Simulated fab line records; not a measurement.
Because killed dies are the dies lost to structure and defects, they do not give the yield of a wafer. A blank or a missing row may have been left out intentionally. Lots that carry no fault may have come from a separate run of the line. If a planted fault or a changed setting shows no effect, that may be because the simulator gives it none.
fab line records ; flow sky130
record lots=24; wafers=72; last-day=50
route steps=708 shown LOCAL_INTERCONNECT@398 CONTACT@433 VIA1@480 METAL2@485 METAL3@565
lots untouched by any fault: they come from a run of this same line in which no faults occurred
start-h: the number of hours between the record's first day and the start of the first shown wafer of the lot ; wait-h: time in hours since the lot's previous step ; " identical to the entry in the row above ; L1.1+2: a row that stands for several wafers ; - either no value or no given start ; * or withheld: withheld ; < > ~ a bound
route shown NAME@n: names a module that has steps shown in the file, with the first one's number in the route ; usual: mean/standard deviation of fault-free wafers ; same: alike in all rows ; chamber/n: place in a boat ; sites: each site's reading ; _std_site: their standard deviation ; _edge_site: inner sites' mean taken away from outer sites' mean ; radius-mm: how far each site lies from the wafer's centre ; mask NAME#n: copy n ; behind: tool/chamber where the wafer was last shaped ; hold: cause of the lot's hold/its duration in hours/its outcome ; device: the transistor (n, p or np) that didn't switch ; end of line: at the end of the route, the tests of the same wafers ; a step given without rows: its recipe and nothing more ; killed: the dies lost at the first sort to structure and to defects; this is not the yield of the wafer ; map: a wafer's dies, marking killed ones x, the rest . and places with no die _
set.NAME: the run value of the setting; set.NAME@STEP: its run value at that earlier step ; model.NAME: the simulator's own value behind a step, which no gauge read
one table for each step of the route and one row for each wafer, over a sample of lots
services: the hour from which a tool's chamber was out of use, counted from the record's first day as start-h (under 0 if before that day), plus the number of hours and why
## steps
# step SKY_LOCAL_INTERCONNECT_CD_MEAS_11
# recipe target-cd-nm=170
# usual cd-nm=170.3/1.7
lot.wafer;tool;chamber;start-h;wait-h;cd-nm
L075.2;cd-sem-01;-;699.67;-;172.7
L075.3;cd-sem-01;-;699.67;-;172.1
L075.6;cd-sem-01;-;699.67;-;173.1
L074.1;cd-sem-01;-;700.31;-;169.6
L074.5;cd-sem-01;-;700.31;-;170.0
L074.6;cd-sem-01;-;700.31;-;169.0
L076.1;cd-sem-02;-;743.36;-;169.3
L076.4;cd-sem-02;-;743.36;-;168.5
L076.5;cd-sem-02;-;743.36;-;170.5
L077.1;cd-sem-02;-;743.71;-;170.0
L077.2;cd-sem-02;-;743.71;-;170.2
L077.4;cd-sem-02;-;743.71;-;169.4
L078.1;cd-sem-01;-;823.36;-;169.8
L078.2;cd-sem-01;-;823.36;-;169.5
L078.4;cd-sem-01;-;823.36;-;169.0
L079.1;cd-sem-01;-;824.20;-;171.2
L079.2;cd-sem-01;-;824.20;-;170.9
L079.6;cd-sem-01;-;824.20;-;169.0
L080.2;cd-sem-02;-;825.67;-;173.4
L080.3;cd-sem-02;-;825.67;-;170.1
L080.4;cd-sem-02;-;825.67;-;170.7
L083.1;cd-sem-01;-;826.64;-;171.1
L083.4;cd-sem-01;-;826.64;-;172.0
L083.5;cd-sem-01;-;826.64;-;171.1
L085.3;cd-sem-02;-;827.03;-;172.4
L085.4;cd-sem-02;-;827.03;-;172.9
L085.6;cd-sem-02;-;827.03;-;173.6
L081.1;cd-sem-02;-;827.85;-;171.1
L081.3;cd-sem-02;-;827.85;-;169.7
L081.4;cd-sem-02;-;827.85;-;171.1
L084.2;cd-sem-01;-;828.23;-;171.7
L084.3;cd-sem-01;-;828.23;-;170.7
L084.4;cd-sem-01;-;828.23;-;169.9
L082.1;cd-sem-02;-;829.46;-;170.9
L082.4;cd-sem-02;-;829.46;-;171.1
L082.5;cd-sem-02;-;829.46;-;170.6
L086.1;cd-sem-01;-;832.09;-;165.5
L086.3;cd-sem-01;-;832.09;-;165.8
L086.4;cd-sem-01;-;832.09;-;167.3
L088.3;cd-sem-02;-;835.48;-;167.3
L088.4;cd-sem-02;-;835.48;-;168.5
L088.6;cd-sem-02;-;835.48;-;168.5
L087.1;cd-sem-01;-;836.16;-;172.0
L087.3;cd-sem-01;-;836.16;-;170.4
L087.4;cd-sem-01;-;836.16;-;169.4
L089.1;cd-sem-02;-;836.39;-;171.9
L089.2;cd-sem-02;-;836.39;-;170.7
L089.5;cd-sem-02;-;836.39;-;170.0
L090.1;cd-sem-01;-;837.10;-;171.4
L090.4;cd-sem-01;-;837.10;-;169.9
L090.5;cd-sem-01;-;837.10;-;172.1
L091.1;cd-sem-02;-;838.34;-;168.3
L091.2;cd-sem-02;-;838.34;-;169.2
L091.4;cd-sem-02;-;838.34;-;167.7
L092.1;cd-sem-01;-;839.65;-;170.0
L092.3;cd-sem-01;-;839.65;-;168.4
L092.4;cd-sem-01;-;839.65;-;168.9
L093.2;cd-sem-01;-;848.46;-;171.3
L093.5;cd-sem-01;-;848.46;-;172.8
L093.6;cd-sem-01;-;848.46;-;171.9
L094.1;cd-sem-01;-;850.69;-;172.1
L094.3;cd-sem-01;-;850.69;-;171.8
L094.6;cd-sem-01;-;850.69;-;171.4
L095.1;cd-sem-01;-;854.70;-;169.4
L095.4;cd-sem-01;-;854.70;-;170.2
L095.5;cd-sem-01;-;854.70;-;169.8
L096.2;cd-sem-02;-;861.93;-;170.6
L096.4;cd-sem-02;-;861.93;-;170.2
L096.5;cd-sem-02;-;861.93;-;170.4
L097.3;cd-sem-02;-;875.95;-;169.6
L097.4;cd-sem-02;-;875.95;-;167.6
L097.6;cd-sem-02;-;875.95;-;167.8
# step SKY_CONTACT_CMP_27
# recipe stop-on=SiO2; t-overpolish-s=15; down-force-psi=3.5; platen-rpm=60; target-thk-nm=0; pad-velocity-m-s=0.94248
# usual head-pressure-psi=3.500/0.0069; motor-current-A=11.0/1.1; overpolish-run-s=15.001/0.0093; slurry-flow-ml-min=149.9/0.54; time-to-endpoint-s=81/5.3
lot.wafer;tool;chamber;start-h;wait-h;head-pressure-psi;motor-current-A;overpolish-run-s;slurry-flow-ml-min;time-to-endpoint-s
L075.2;cmp-02;3;730.93;0.1;3.504;11.4;14.980;149.8;88
L075.3;cmp-02;0;730.93;0.1;3.501;9.5;15.000;150.5;91
L075.6;cmp-02;2;730.93;0.1;3.491;11.2;15.008;149.9;74
L074.1;cmp-01;0;731.14;0.2;3.488;12.6;15.003;149.5;75
L074.5;cmp-01;1;731.14;0.2;3.518;10.0;15.000;149.8;79
L074.6;cmp-01;2;731.14;0.2;3.506;12.9;15.003;150.0;76
L076.1;cmp-02;0;773.32;0.2;3.502;10.0;15.008;150.2;85
L076.4;cmp-02;1;773.32;0.2;3.504;10.2;15.011;149.7;75
L076.5;cmp-02;2;773.32;0.2;3.491;10.4;14.995;149.5;77
L077.2;cmp-01;3;773.48;0.2;3.496;11.1;14.997;149.3;82
L077.4;cmp-01;0;773.48;0.2;3.508;12.6;14.996;149.3;82
L077.1;cmp-01;1;773.48;0.2;3.490;9.6;15.010;149.8;85
L078.1;cmp-02;0;852.38;0.1;3.487;9.4;15.000;150.6;82
L078.4;cmp-02;1;852.38;0.1;3.493;10.4;15.014;150.7;72
L078.2;cmp-02;2;852.38;0.1;3.503;10.9;14.993;150.1;70
L079.1;cmp-01;3;853.35;0.1;3.495;10.2;15.001;150.1;80
L079.2;cmp-01;1;853.35;0.1;3.500;9.7;15.004;149.1;77
L079.6;cmp-01;0;853.35;0.1;3.502;12.2;14.992;150.1;80
L080.3;cmp-02;3;854.39;0.0;3.500;11.9;15.001;150.1;80
L080.4;cmp-02;0;854.39;0.0;3.501;10.0;15.025;149.1;87
L080.2;cmp-02;2;854.39;0.0;3.503;11.2;15.004;151.5;77
L083.4;cmp-02;0;855.34;0.0;3.498;9.8;14.998;150.9;92
L083.1;cmp-02;1;855.34;0.0;3.500;10.3;15.004;148.8;73
L083.5;cmp-02;1;855.34;0.0;3.501;10.3;14.996;149.9;76
L085.4;cmp-01;3;855.69;0.0;3.501;10.8;15.001;150.3;79
L085.3;cmp-01;0;855.69;0.0;3.492;12.4;14.998;149.7;82
L085.6;cmp-01;0;855.69;0.0;3.506;12.2;14.990;150.3;78
L081.4;cmp-02;2;856.49;0.0;3.507;10.2;14.983;149.5;77
L081.3;cmp-02;3;856.49;0.0;3.494;11.5;15.005;149.8;85
L081.1;cmp-02;1;856.49;0.0;3.500;10.0;15.006;149.7;76
L084.3;cmp-01;1;856.99;0.1;3.503;9.9;15.002;149.5;86
L084.2;cmp-01;2;856.99;0.1;3.499;12.6;15.005;149.8;82
L084.4;cmp-01;3;856.99;0.1;3.500;10.8;14.997;149.7;81
L082.4;cmp-01;2;857.75;0.1;3.498;13.3;15.020;150.6;77
L082.1;cmp-01;3;857.75;0.1;3.489;10.5;15.016;151.1;81
L082.5;cmp-01;0;857.75;0.1;3.509;12.9;14.999;150.1;78
L086.1;cmp-01;3;861.09;0.1;3.510;9.9;14.990;150.3;82
L086.3;cmp-01;0;861.09;0.1;3.505;12.1;15.011;150.1;89
L086.4;cmp-01;1;861.09;0.1;3.496;9.8;15.000;150.2;84
L088.3;cmp-01;1;863.58;0.0;3.495;9.3;15.010;150.0;83
L088.4;cmp-01;0;863.58;0.0;3.494;12.3;14.998;149.6;82
L088.6;cmp-01;2;863.58;0.0;3.502;12.7;15.000;149.3;83
L087.1;cmp-01;3;865.16;0.1;3.487;10.5;14.987;150.2;79
L087.4;cmp-01;0;865.16;0.1;3.496;11.9;15.004;149.9;81
L087.3;cmp-01;2;865.16;0.1;3.509;12.8;14.995;150.3;79
L089.2;cmp-02;3;865.37;0.1;3.504;11.3;14.992;149.1;85
L089.1;cmp-02;1;865.37;0.1;3.506;10.4;14.999;150.2;70
L089.5;cmp-02;3;865.37;0.1;3.500;11.2;14.994;149.3;88
L090.4;cmp-02;2;865.66;0.0;3.498;10.6;14.988;148.9;75
L090.1;cmp-02;3;865.66;0.0;3.497;12.3;14.994;149.4;86
L090.5;cmp-02;2;865.66;0.0;3.488;10.8;15.002;149.9;76
L091.2;cmp-01;0;867.48;0.1;3.505;12.2;14.988;150.5;86
L091.4;cmp-01;1;867.48;0.1;3.506;9.7;14.990;150.0;91
L091.1;cmp-01;2;867.48;0.1;3.500;13.0;15.002;150.5;84
L092.1;cmp-02;3;868.64;0.1;3.496;11.2;15.002;150.4;92
L092.3;cmp-02;1;868.64;0.1;3.492;10.0;15.000;150.1;77
L092.4;cmp-02;2;868.64;0.1;3.498;11.1;15.003;150.0;82
L093.2;cmp-02;3;877.19;0.1;3.504;11.8;14.985;150.0;84
L093.5;cmp-02;1;877.19;0.1;3.505;9.9;15.000;150.4;74
L093.6;cmp-02;2;877.19;0.1;3.505;11.0;15.019;149.7;80
L094.1;cmp-02;2;879.15;0.1;3.496;10.8;14.995;150.0;79
L094.3;cmp-02;1;879.15;0.1;3.509;9.9;15.006;151.2;79
L094.6;cmp-02;2;879.15;0.1;3.502;11.1;15.011;150.3;74
L095.4;cmp-02;1;883.24;0.0;3.490;10.1;14.994;150.5;74
L095.1;cmp-02;0;883.24;0.0;3.496;9.2;14.994;148.9;85
L095.5;cmp-02;2;883.24;0.0;3.500;11.0;14.989;150.3;77
L096.4;cmp-02;3;889.74;0.0;3.504;11.2;14.980;150.8;89
L096.2;cmp-02;1;889.74;0.0;3.510;10.7;15.011;150.0;76
L096.5;cmp-02;0;889.74;0.0;3.496;9.9;15.018;149.7;86
L097.3;cmp-02;1;909.39;0.0;3.508;10.5;14.997;149.2;83
L097.4;cmp-02;0;909.39;0.0;3.495;9.8;14.999;149.4;92
L097.6;cmp-02;2;909.39;0.0;3.502;11.4;15.014;150.0;80
# step SKY_VIA1_RS_MEAS_22
# recipe thk-meas-gauge=four-point-probe; reads=W_of_VIA1_CVD_21+TiN_of_VIA1_SPUTTER_20
# usual VIA1_W_RS=0.424/0.0043
lot.wafer;tool;chamber;start-h;wait-h;VIA1_W_RS[ohm/sq]
L075.2;film-metro-03;-;788.27;0.1;0.423
L075.3;film-metro-03;-;788.27;0.1;0.431
L075.6;film-metro-03;-;788.27;0.1;0.434
L074.1;film-metro-04;-;788.39;0.1;0.424
L074.5;film-metro-04;-;788.39;0.1;0.421
L074.6;film-metro-04;-;788.39;0.1;0.420
L076.1;film-metro-03;-;828.53;0.1;0.431
L076.4;film-metro-03;-;828.53;0.1;0.425
L076.5;film-metro-03;-;828.53;0.1;0.431
L077.1;film-metro-02;-;828.79;0.1;0.422
L077.2;film-metro-02;-;828.79;0.1;0.426
L077.4;film-metro-02;-;828.79;0.1;0.424
L078.1;film-metro-04;-;909.42;0.1;0.428
L078.2;film-metro-04;-;909.42;0.1;0.416
L078.4;film-metro-04;-;909.42;0.1;0.422
L079.1;film-metro-03;-;909.51;0.1;0.416
L079.2;film-metro-03;-;909.51;0.1;0.418
L079.6;film-metro-03;-;909.51;0.1;0.424
L080.2;film-metro-03;-;909.73;0.1;0.424
L080.3;film-metro-03;-;909.73;0.1;0.425
L080.4;film-metro-03;-;909.73;0.1;0.427
L083.1;film-metro-04;-;909.83;0.1;0.430
L083.4;film-metro-04;-;909.83;0.1;0.431
L083.5;film-metro-04;-;909.83;0.1;0.425
L085.3;film-metro-03;-;909.94;0.1;0.420
L085.4;film-metro-03;-;909.94;0.1;0.424
L085.6;film-metro-03;-;909.94;0.1;0.426
L081.1;film-metro-03;-;911.43;0.1;0.417
L081.3;film-metro-03;-;911.43;0.1;0.417
L081.4;film-metro-03;-;911.43;0.1;0.422
L084.2;film-metro-02;-;911.55;0.1;0.426
L084.3;film-metro-02;-;911.55;0.1;0.430
L084.4;film-metro-02;-;911.55;0.1;0.420
L082.1;film-metro-02;-;911.71;0.1;0.430
L082.4;film-metro-02;-;911.71;0.1;0.422
L082.5;film-metro-02;-;911.71;0.1;0.427
L086.1;film-metro-04;-;914.00;0.1;0.429
L086.3;film-metro-04;-;914.00;0.1;0.426
L086.4;film-metro-04;-;914.00;0.1;0.430
L088.3;film-metro-04;-;916.64;0.1;0.421
L088.4;film-metro-04;-;916.64;0.1;0.421
L088.6;film-metro-04;-;916.64;0.1;0.424
L087.1;film-metro-02;-;916.95;0.1;0.422
L087.3;film-metro-02;-;916.95;0.1;0.421
L087.4;film-metro-02;-;916.95;0.1;0.415
L089.1;film-metro-03;-;918.20;0.1;0.426
L089.2;film-metro-03;-;918.20;0.1;0.427
L089.5;film-metro-03;-;918.20;0.1;0.431
L090.1;film-metro-04;-;919.40;0.1;0.423
L090.4;film-metro-04;-;919.40;0.1;0.428
L090.5;film-metro-04;-;919.40;0.1;0.428
L091.1;film-metro-03;-;919.70;0.1;0.428
L091.2;film-metro-03;-;919.70;0.1;0.426
L091.4;film-metro-03;-;919.70;0.1;0.432
L092.1;film-metro-03;-;920.95;0.1;0.418
L092.3;film-metro-03;-;920.95;0.1;0.423
L092.4;film-metro-03;-;920.95;0.1;0.419
L093.2;film-metro-04;-;929.77;0.1;0.421
L093.5;film-metro-04;-;929.77;0.1;0.424
L093.6;film-metro-04;-;929.77;0.1;0.426
L094.1;film-metro-04;-;931.99;0.1;0.424
L094.3;film-metro-04;-;931.99;0.1;0.417
L094.6;film-metro-04;-;931.99;0.1;0.422
L095.1;film-metro-03;-;934.59;0.1;0.420
L095.4;film-metro-03;-;934.59;0.1;0.420
L095.5;film-metro-03;-;934.59;0.1;0.421
L096.2;film-metro-02;-;942.16;0.1;0.426
L096.4;film-metro-02;-;942.16;0.1;0.423
L096.5;film-metro-02;-;942.16;0.1;0.424
L097.3;film-metro-04;-;959.90;0.1;0.425
L097.4;film-metro-04;-;959.90;0.1;0.422
L097.6;film-metro-04;-;959.90;0.1;0.424
# step SKY_METAL2_SPUTTER_02
# recipe material=AlCu; target-thk-nm=250; power-w=10600; time-s=13.3; chamber-pressure-pa=0.4
# usual throttle-valve-pct=29.9/1.1
lot.wafer;tool;chamber;start-h;wait-h;throttle-valve-pct
L075.2;pvd-sputter-04;-;788.78;0.0;30.8
L075.3;pvd-sputter-04;-;788.78;0.0;30.0
L075.6;pvd-sputter-04;-;788.78;0.0;28.8
L074.1;pvd-sputter-01;-;788.92;0.0;28.9
L074.5;pvd-sputter-01;-;788.92;0.0;30.6
L074.6;pvd-sputter-01;-;788.92;0.0;28.8
L076.1;pvd-sputter-03;-;829.06;0.0;31.3
L076.4;pvd-sputter-03;-;829.06;0.0;31.7
L076.5;pvd-sputter-03;-;829.06;0.0;29.8
L077.1;pvd-sputter-04;-;829.36;0.0;29.9
L077.2;pvd-sputter-04;-;829.36;0.0;30.3
L077.4;pvd-sputter-04;-;829.36;0.0;28.9
L078.1;pvd-sputter-03;-;910.06;0.0;32.0
L078.2;pvd-sputter-03;-;910.06;0.0;31.4
L078.4;pvd-sputter-03;-;910.06;0.0;31.5
L079.1;pvd-sputter-01;-;910.34;0.0;30.3
L079.2;pvd-sputter-01;-;910.34;0.0;28.8
L079.6;pvd-sputter-01;-;910.34;0.0;28.8
L080.2;pvd-sputter-01;-;910.64;0.0;30.4
L080.3;pvd-sputter-01;-;910.64;0.0;28.7
L080.4;pvd-sputter-01;-;910.64;0.0;28.5
L083.1;pvd-sputter-04;-;910.66;0.0;28.7
L083.4;pvd-sputter-04;-;910.66;0.0;29.9
L083.5;pvd-sputter-04;-;910.66;0.0;30.6
L085.3;pvd-sputter-03;-;910.94;0.0;31.2
L085.4;pvd-sputter-03;-;910.94;0.0;31.5
L085.6;pvd-sputter-03;-;910.94;0.0;31.9
L081.1;pvd-sputter-03;-;911.96;0.0;31.1
L081.3;pvd-sputter-03;-;911.96;0.0;30.0
L081.4;pvd-sputter-03;-;911.96;0.0;31.5
L084.2;pvd-sputter-01;-;912.06;0.0;30.4
L084.3;pvd-sputter-01;-;912.06;0.0;28.6
L084.4;pvd-sputter-01;-;912.06;0.0;28.8
L082.1;pvd-sputter-04;-;912.26;0.0;30.0
L082.4;pvd-sputter-04;-;912.26;0.0;28.7
L082.5;pvd-sputter-04;-;912.26;0.0;30.2
L086.1;pvd-sputter-03;-;914.73;0.0;31.5
L086.3;pvd-sputter-03;-;914.73;0.0;32.2
L086.4;pvd-sputter-03;-;914.73;0.0;31.1
L088.3;pvd-sputter-04;-;917.13;0.0;28.8
L088.4;pvd-sputter-04;-;917.13;0.0;30.4
L088.6;pvd-sputter-04;-;917.13;0.0;28.6
L087.1;pvd-sputter-01;-;917.48;0.0;30.5
L087.3;pvd-sputter-01;-;917.48;0.0;28.6
L087.4;pvd-sputter-01;-;917.48;0.0;28.8
L089.1;pvd-sputter-01;-;918.72;0.0;30.4
L089.2;pvd-sputter-01;-;918.72;0.0;28.8
L089.5;pvd-sputter-01;-;918.72;0.0;28.6
L090.1;pvd-sputter-04;-;919.93;0.0;30.2
L090.4;pvd-sputter-04;-;919.93;0.0;30.6
L090.5;pvd-sputter-04;-;919.93;0.0;30.6
L091.1;pvd-sputter-01;-;920.23;0.0;30.3
L091.2;pvd-sputter-01;-;920.23;0.0;28.9
L091.4;pvd-sputter-01;-;920.23;0.0;28.6
L092.1;pvd-sputter-04;-;921.48;0.0;30.0
L092.3;pvd-sputter-04;-;921.48;0.0;30.6
L092.4;pvd-sputter-04;-;921.48;0.0;29.9
L093.2;pvd-sputter-01;-;930.28;0.0;28.4
L093.5;pvd-sputter-01;-;930.28;0.0;28.6
L093.6;pvd-sputter-01;-;930.28;0.0;28.7
L094.1;pvd-sputter-01;-;932.52;0.0;28.6
L094.3;pvd-sputter-01;-;932.52;0.0;28.9
L094.6;pvd-sputter-01;-;932.52;0.0;30.4
L095.1;pvd-sputter-03;-;935.12;0.0;31.0
L095.4;pvd-sputter-03;-;935.12;0.0;29.9
L095.5;pvd-sputter-03;-;935.12;0.0;31.7
L096.2;pvd-sputter-01;-;942.67;0.0;30.3
L096.4;pvd-sputter-01;-;942.67;0.0;28.9
L096.5;pvd-sputter-01;-;942.67;0.0;30.7
L097.3;pvd-sputter-01;-;960.39;0.0;28.9
L097.4;pvd-sputter-01;-;960.39;0.0;28.9
L097.6;pvd-sputter-01;-;960.39;0.0;30.7
# step SKY_METAL2_OVL_MEAS_16
# usual METAL2_OVL=-5/5.3
lot.wafer;tool;chamber;start-h;wait-h;METAL2_OVL[nm]
L075.2;overlay-02;-;815.47;0.1;-5
L075.3;overlay-02;-;815.47;0.1;-5
L075.6;overlay-02;-;815.47;0.1;-11
L074.1;overlay-01;-;815.57;0.1;-1
L074.5;overlay-01;-;815.57;0.1;-4
L074.6;overlay-01;-;815.57;0.1;-10
L076.1;overlay-01;-;855.03;0.1;-2
L076.4;overlay-01;-;855.03;0.1;-1
L076.5;overlay-01;-;855.03;0.1;-5
L077.1;overlay-02;-;855.51;0.1;-9
L077.2;overlay-02;-;855.51;0.1;-7
L077.4;overlay-02;-;855.51;0.1;-7
L078.1;overlay-02;-;934.07;0.1;-6
L078.2;overlay-02;-;934.07;0.1;0
L078.4;overlay-02;-;934.07;0.1;-3
L079.1;overlay-01;-;934.73;0.1;-14
L079.2;overlay-01;-;934.73;0.1;-8
L079.6;overlay-01;-;934.73;0.1;-17
L080.2;overlay-02;-;935.23;0.1;-7
L080.3;overlay-02;-;935.23;0.1;-9
L080.4;overlay-02;-;935.23;0.1;-4
L083.1;overlay-01;-;935.31;0.1;0
L083.4;overlay-01;-;935.31;0.1;-3
L083.5;overlay-01;-;935.31;0.1;-2
L085.3;overlay-01;-;935.74;0.1;-2
L085.4;overlay-01;-;935.74;0.1;-8
L085.6;overlay-01;-;935.74;0.1;-11
L081.1;overlay-01;-;936.52;0.1;-15
L081.3;overlay-01;-;936.52;0.1;-12
L081.4;overlay-01;-;936.52;0.1;-11
L084.2;overlay-02;-;936.69;0.1;3
L084.3;overlay-02;-;936.69;0.1;6
L084.4;overlay-02;-;936.69;0.1;-5
L082.1;overlay-01;-;936.86;0.1;-6
L082.4;overlay-01;-;936.86;0.1;-7
L082.5;overlay-01;-;936.86;0.1;-4
L086.1;overlay-02;-;939.72;0.1;-1
L086.3;overlay-02;-;939.72;0.1;-1
L086.4;overlay-02;-;939.72;0.1;-7
L088.3;overlay-01;-;941.39;0.1;-15
L088.4;overlay-01;-;941.39;0.1;-11
L088.6;overlay-01;-;941.39;0.1;-15
L087.1;overlay-02;-;941.92;0.1;-8
L087.3;overlay-02;-;941.92;0.1;-7
L087.4;overlay-02;-;941.92;0.1;-2
L089.1;overlay-01;-;943.37;0.1;2
L089.2;overlay-01;-;943.37;0.1;6
L089.5;overlay-01;-;943.37;0.1;-4
L090.1;overlay-02;-;944.37;0.1;1
L090.4;overlay-02;-;944.37;0.1;-4
L090.5;overlay-02;-;944.37;0.1;3
L091.1;overlay-01;-;944.72;0.1;2
L091.2;overlay-01;-;944.72;0.1;5
L091.4;overlay-01;-;944.72;0.1;6
L092.1;overlay-02;-;945.53;0.1;-7
L092.3;overlay-02;-;945.53;0.1;-10
L092.4;overlay-02;-;945.53;0.1;0
L093.2;overlay-02;-;954.23;0.1;-5
L093.5;overlay-02;-;954.23;0.1;0
L093.6;overlay-02;-;954.23;0.1;0
L094.1;overlay-01;-;957.61;0.1;-4
L094.3;overlay-01;-;957.61;0.1;-12
L094.6;overlay-01;-;957.61;0.1;-9
L095.1;overlay-02;-;959.75;0.1;2
L095.4;overlay-02;-;959.75;0.1;-3
L095.5;overlay-02;-;959.75;0.1;-6
L096.2;overlay-02;-;967.63;0.1;-5
L096.4;overlay-02;-;967.63;0.1;-6
L096.5;overlay-02;-;967.63;0.1;-9
L097.3;overlay-01;-;983.72;0.1;1
L097.4;overlay-01;-;983.72;0.1;3
L097.6;overlay-01;-;983.72;0.1;6
# step SKY_METAL3_DESCUM_15
# recipe chemistry=O2; source-power-w=150; bias-power-w=0; pressure-mtorr=10; temp-c=40; time-s=8
# usual drypump-motor-current-A=5.7/0.56; oes-product-au=0.998/0.0099
lot.wafer;tool;chamber;start-h;wait-h;drypump-motor-current-A;oes-product-au;rf-hours-counter-h
L075.2;rie-metal-02;0;895.47;0.0;6.5;1.001;8
L075.3;rie-metal-02;0;895.47;0.0;6.5;1.006;-
L075.6;rie-metal-02;1;895.47;0.0;5.3;1.019;-
L074.1;rie-metal-01;1;896.71;0.0;5.1;0.985;3
L074.5;rie-metal-01;0;896.71;0.0;6.2;1.000;-
L074.6;rie-metal-01;1;896.71;0.0;5.1;0.986;-
L076.1;rie-metal-01;0;933.41;0.0;6.2;0.989;13
L076.4;rie-metal-01;1;933.41;0.0;5.1;0.979;-
L076.5;rie-metal-01;0;933.41;0.0;6.2;0.989;-
L077.1;rie-metal-03;0;935.12;0.0;6.3;1.013;6
L077.2;rie-metal-03;1;935.12;0.0;5.6;0.990;2
L077.4;rie-metal-03;1;935.12;0.0;5.6;0.994;-
L078.1;rie-metal-01;1;1008.26;0.0;5.1;0.997;7
L078.2;rie-metal-01;0;1008.26;0.0;6.2;0.999;16
L078.4;rie-metal-01;1;1008.26;0.0;5.1;0.992;-
L080.2;rie-metal-01;1;1009.31;0.0;5.1;0.988;7
L080.3;rie-metal-01;0;1009.31;0.0;6.2;0.985;-
L080.4;rie-metal-01;1;1009.31;0.0;5.1;0.990;-
L079.1;rie-metal-01;0;1010.22;0.0;6.2;0.994;16
L079.2;rie-metal-01;1;1010.22;0.0;5.0;0.990;7
L079.6;rie-metal-01;0;1010.22;0.0;6.2;0.984;-
L083.1;rie-metal-01;1;1010.57;0.0;5.0;0.999;8
L083.4;rie-metal-01;1;1010.57;0.0;5.1;0.989;-
L083.5;rie-metal-01;0;1010.57;0.0;6.2;0.990;-
L081.1;rie-metal-02;0;1011.57;0.0;6.5;1.002;13
L081.3;rie-metal-02;1;1011.57;0.0;5.3;1.031;-
L081.4;rie-metal-02;0;1011.57;0.0;6.5;0.997;-
L085.3;rie-metal-01;0;1011.93;0.0;6.2;0.995;-
L085.4;rie-metal-01;1;1011.93;0.0;5.1;0.993;-
L085.6;rie-metal-01;0;1011.93;0.0;6.2;0.990;-
L084.2;rie-metal-03;1;1012.27;0.0;5.7;1.003;6
L084.3;rie-metal-03;1;1012.27;0.0;5.6;1.005;-
L084.4;rie-metal-03;0;1012.27;0.0;6.3;1.011;-
L082.1;rie-metal-01;0;1012.31;0.0;6.2;0.997;17
L082.4;rie-metal-01;0;1012.31;0.0;6.2;1.001;-
L082.5;rie-metal-01;1;1012.31;0.0;5.1;1.002;-
L086.1;rie-metal-02;0;1013.38;0.0;6.5;0.992;13
L086.3;rie-metal-02;1;1013.38;0.0;5.3;1.016;-
L086.4;rie-metal-02;0;1013.38;0.0;6.5;0.999;-
L088.3;rie-metal-01;1;1015.12;0.0;5.1;0.994;-
L088.4;rie-metal-01;0;1015.12;0.0;6.2;1.006;-
L088.6;rie-metal-01;0;1015.12;0.0;6.2;0.986;-
L087.1;rie-metal-01;1;1018.16;0.0;5.0;0.996;8
L087.3;rie-metal-01;1;1018.16;0.0;5.1;0.982;-
L087.4;rie-metal-01;0;1018.16;0.0;6.2;0.995;-
L089.1;rie-metal-03;0;1018.37;0.0;6.2;1.017;10
L089.2;rie-metal-03;1;1018.37;0.0;5.6;0.994;7
L089.5;rie-metal-03;1;1018.37;0.0;5.6;1.000;-
L090.1;rie-metal-01;0;1018.51;0.0;6.2;1.000;17
L090.4;rie-metal-01;0;1018.51;0.0;6.2;0.998;-
L090.5;rie-metal-01;0;1018.51;0.0;6.2;1.007;-
L091.1;rie-metal-01;1;1018.72;0.0;5.1;0.980;9
L091.2;rie-metal-01;0;1018.72;0.0;6.2;0.993;17
L091.4;rie-metal-01;1;1018.72;0.0;5.1;0.992;-
L092.1;rie-metal-01;0;1020.01;0.0;6.2;1.002;17
L092.3;rie-metal-01;0;1020.01;0.0;6.2;1.005;-
L092.4;rie-metal-01;1;1020.01;0.0;5.1;0.992;-
L093.2;rie-metal-01;1;1027.36;0.0;5.0;0.994;9
L093.5;rie-metal-01;0;1027.36;0.0;6.2;1.005;-
L093.6;rie-metal-01;1;1027.36;0.0;5.0;0.995;-
L094.1;rie-metal-03;0;1029.51;0.0;6.2;1.011;11
L094.3;rie-metal-03;1;1029.51;0.0;5.6;1.000;-
L094.6;rie-metal-03;0;1029.51;0.0;6.2;1.011;-
L095.1;rie-metal-01;1;1031.82;0.0;5.0;1.003;9
L095.4;rie-metal-01;1;1031.82;0.0;5.0;0.993;-
L095.5;rie-metal-01;1;1031.82;0.0;5.0;1.000;-
L096.2;rie-metal-01;1;1038.47;0.0;5.1;0.991;-
L096.4;rie-metal-01;1;1038.47;0.0;5.0;1.001;-
L096.5;rie-metal-01;1;1038.47;0.0;5.1;0.993;-
L097.3;rie-metal-01;1;1053.72;0.0;5.1;1.001;-
L097.4;rie-metal-01;0;1053.72;0.0;6.2;1.005;-
L097.6;rie-metal-01;1;1053.72;0.0;5.0;1.002;-
## services
tool;chamber;start-h;hours;kind
pvd-sputter-04;-;713.45;1.0;repair
pvd-sputter-04;-;721.00;1.3;repair
pvd-sputter-01;-;722.45;14.3;repair
cmp-02;-;744.04;4.0;pm
pvd-sputter-04;-;749.59;3.3;repair
pvd-sputter-04;-;752.64;0.5;repair
pvd-sputter-03;-;768.61;2.6;repair
cmp-02;-;771.87;0.7;repair
cmp-01;-;781.09;6.2;pm
cmp-01;-;797.86;0.8;repair
cmp-01;-;831.85;10.3;pm
rie-metal-01;0;834.26;3.8;repair
pvd-sputter-03;-;846.38;2.2;repair
cmp-02;-;847.73;0.8;repair
cmp-01;-;912.01;4.0;pm
rie-metal-01;-;940.63;2.8;pm
pvd-sputter-01;-;946.49;1.5;repair
cmp-01;-;971.82;1.0;repair
cmp-01;-;975.98;3.0;repair
cmp-02;-;1008.72;4.3;pm
pvd-sputter-04;-;1020.20;3.7;repair
rie-metal-01;0;1036.98;2.0;repair
rie-metal-01;-;1044.82;1.4;pm
cmp-01;-;1050.40;1.1;repair
## key
fault none
